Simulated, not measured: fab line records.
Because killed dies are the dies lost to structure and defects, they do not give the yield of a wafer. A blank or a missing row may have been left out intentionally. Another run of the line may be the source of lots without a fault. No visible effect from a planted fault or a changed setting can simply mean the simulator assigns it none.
One fault through the eyes of 2 desks    flow gf180mcu    numbers are kept per desk, each desk with only its own; the story behind them comes last

== FOR THE TOOL OWNER'S DESK: cvdW-01 ==
The tool's own readings at GF_V2_CVD_23 (deposits W, target thk 350 nm, time 104.94 s): means of the sampled wafers that have a number, for each lot that ran on this tool. If a lot's mean is further than 4 standard deviations from the usual mean, the lot is out of limits and carries the mark OUT (the distance appears in the brackets).
Columns: A = heaterPowerW at GF_V2_CVD_23, usual 880 W
lot   first seen here  A
L214  day 25 07:23     876
L217  day 26 02:51     862
L221  day 27 08:38     883
Finding of this desk: none of the 3 lots has anything out of limits.

== AT THE METROLOGY DESK ==
What the gauges read for every lot (on any tool): the sampled wafers with a number, averaged. If a lot's mean is further than 4 standard deviations from the usual mean, the lot is out of limits and carries the mark OUT (the distance appears in the brackets).
Columns: A = cdNm at GF_V2_CD_MEAS_14, usual 260.4 nm; B = V2_OVL at GF_V2_OVL_MEAS_15, usual 3 nm; C = V2_W_RS at GF_V2_RS_MEAS_24, usual 0.331 ohm/sq
lot   first seen here  A      B   C
L203  day 21 08:11     259.6  -0  0.337
L214  day 25 06:22     259.5  4   0.326
L217  day 26 01:56     259.3  3   0.327
L219  day 26 16:53     259.7  5   0.331
L221  day 27 07:43     262.3  3   0.328
L226  day 28 13:56     260.6  2   0.330
Finding of this desk: none of the 6 lots has anything out of limits.

== BROUGHT TOGETHER ==
The tool owner's desk saw nothing out of limits.
Metrology desk: nothing out of limits seen.

== WHAT WAS PUT IN BY THE SIMULATOR ==
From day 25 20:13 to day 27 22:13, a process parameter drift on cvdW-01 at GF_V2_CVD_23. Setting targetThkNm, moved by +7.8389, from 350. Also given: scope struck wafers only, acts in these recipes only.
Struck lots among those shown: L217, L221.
